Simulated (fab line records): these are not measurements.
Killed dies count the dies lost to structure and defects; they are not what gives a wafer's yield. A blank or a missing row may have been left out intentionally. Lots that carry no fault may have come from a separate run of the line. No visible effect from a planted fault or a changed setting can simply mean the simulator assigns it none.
The tool behind it: which one?    flow gf180mcu    12 lots, 35 wafers sampled, at 5 steps of a route of 602

## WHAT THE GAUGES SHOWED, per wafer
GF_V2_THK_MEAS_01. Usual: V2_CVD_00_THK 598 nm, standard deviation 5.7.
lot   measured      on             V2_CVD_00_THK (nm)  flag
L984  day 19 16:29  film_metro-03  608 609 603         
L985  day 20 02:38  film_metro-04  602 606 604         
L986  day 20 06:41  film_metro-02  594 588 588         
L989  day 21 13:10  film_metro-03  601 603 603         
L990  day 21 22:59  film_metro-03  593 597             
L997  day 24 08:46  film_metro-04  599 598 592         
L100  day 25 10:10  film_metro-02  592 594 597         
L102  day 25 21:35  film_metro-04  596 598 598         
L103  day 26 01:32  film_metro-03  605 608 602         
L104  day 26 11:17  film_metro-04  598 595 594         
L105  day 26 17:45  film_metro-02  598 601 603         
L106  day 27 03:20  film_metro-02  610 595 603         

GF_V4_OVL_MEAS_15. Usual: V4_OVL -2 nm, standard deviation 5.1.
lot   measured      on          V4_OVL (nm)  flag
L984  day 24 18:31  overlay-01  -6 -8 -5     
L985  day 25 05:16  overlay-01  6 -1 -5      
L986  day 25 07:16  overlay-01  -5 -2 -7     
L989  day 26 10:19  overlay-01  -6 -8 -7     
L990  day 26 18:13  overlay-01  0 7          
L997  day 28 21:28  overlay-01  -7 0 -2      
L100  day 29 21:22  overlay-02  0 -5 5       
L102  day 30 07:36  overlay-01  -1 8 2       
L103  day 30 10:19  overlay-02  -3 1 -5      
L104  day 30 18:14  overlay-01  0 -13 -1     
L105  day 31 00:38  overlay-01  -10 0 -10    
L106  day 31 07:52  overlay-02  -4 5 0       

GF_V5_RS_MEAS_24: a four-point-probe measurement. Usual: V5_W_RS 0.3285 ohm/sq, standard deviation 0.0028.
lot   measured      on             V5_W_RS (ohm/sq)      flag
L984  day 27 13:27  film_metro-02  0.3321 0.3255 0.3266  
L985  day 27 23:52  film_metro-02  0.3297 0.3296 0.3273  
L986  day 28 01:12  film_metro-01  0.3196 0.3289 0.3306  
L989  day 29 02:07  film_metro-02  0.3194 0.3307 0.3271  
L990  day 29 09:17  film_metro-02  0.3171 0.3323         
L997  day 31 09:24  film_metro-01  0.3302 0.3315 0.3280  
L100  day 32 06:38  film_metro-01  0.3259 0.3316 0.3272  
L102  day 32 15:53  film_metro-03  0.3269 0.3266 0.3277  
L103  day 32 17:50  film_metro-01  0.3309 0.3319 0.3288  
L104  day 33 00:17  film_metro-03  0.3289 0.3322 0.3312  
L105  day 33 07:46  film_metro-02  0.3293 0.3246 0.3290  
L106  day 33 12:46  film_metro-02  0.3292 0.3327 0.3252  

GF_V5_THK_MEAS_25: measures by xrf. Usual: V5_W_THK 337.5 nm, standard deviation 2.7.
lot   measured      on             V5_W_THK (nm)      flag
L984  day 27 13:34  film_metro-02  332.9 339.5 341.6  
L985  day 27 23:59  film_metro-02  338.9 337.1 346.0  
L986  day 28 01:19  film_metro-01  343.4 334.9 334.9  
L989  day 29 02:14  film_metro-02  344.4 332.8 339.2  
L990  day 29 09:24  film_metro-02  347.5 332.6        
L997  day 31 09:30  film_metro-01  338.6 333.9 339.4  
L100  day 32 06:46  film_metro-01  343.7 335.5 339.7  
L102  day 32 16:01  film_metro-03  338.5 339.2 338.4  
L103  day 32 17:58  film_metro-01  335.8 335.3 337.6  
L104  day 33 00:23  film_metro-03  337.1 334.3 334.1  
L105  day 33 07:52  film_metro-02  336.7 340.8 337.1  
L106  day 33 12:53  film_metro-02  337.7 332.1 340.9  

## WHICH TOOL RAN EACH LOT (tool, then ch and the chambers of the sampled wafers, then the start)
lot   GF_V5_CVD_23
L984  cvd_w-01 ch 0, day 27 13:20
L985  cvd_w-01 ch 0,1, day 27 23:45
L986  cvd_w-01 ch 1, day 28 01:05
L989  cvd_w-01 ch 0,1, day 29 01:59
L990  cvd_w-01 ch 1, day 29 09:10
L997  cvd_w-02 ch 0,1, day 31 09:17
L100  cvd_w-01 ch 0,1, day 32 06:32
L102  cvd_w-01 ch 0,1, day 32 15:47
L103  cvd_w-01 ch 0,1, day 32 17:44
L104  cvd_w-01 ch 0,1, day 33 00:10
L105  cvd_w-01 ch 0,1, day 33 07:40
L106  cvd_w-01 ch 0,1, day 33 12:38
- GF_V5_CVD_23: deposits W, target thk 350 nm, time 104.9 s.

## AS READ BY THE TOOLS THEMSELVES (means over the sampled wafers that have a number; for cases with no such wafer, the mark the record gives instead)
GF_V5_CVD_23. Usual: heater_power_w 875 W, standard deviation 64.
lot   tool      heater_power_w (W)  flag
L984  cvd_w-01  874                 
L985  cvd_w-01  828                 
L986  cvd_w-01  826                 
L989  cvd_w-01  823                 
L990  cvd_w-01  822                 
L997  cvd_w-02  975                 
L100  cvd_w-01  868                 
L102  cvd_w-01  858                 
L103  cvd_w-01  841                 
L104  cvd_w-01  844                 
L105  cvd_w-01  859                 
L106  cvd_w-01  835                 

## THE ANSWER, worked out from the rows above alone
Rule: a lot is off if the mean of its wafers that have a number lies more than 3 standard deviations from the usual mean. Also off: a lot with no number at a reading for which 4 or more lots have one. Any other lot the step has rows for is counted as sound. First the gauges in route order, then the tools' own readings, where a lot's mean is used as printed above. At the first step where some lot is off, the reading lying furthest off is the one used; lots without a number count as furthest.
Nothing can be told from this: no lot is off at any reading shown.

## WHAT THE SIMULATOR HAD INSERTED
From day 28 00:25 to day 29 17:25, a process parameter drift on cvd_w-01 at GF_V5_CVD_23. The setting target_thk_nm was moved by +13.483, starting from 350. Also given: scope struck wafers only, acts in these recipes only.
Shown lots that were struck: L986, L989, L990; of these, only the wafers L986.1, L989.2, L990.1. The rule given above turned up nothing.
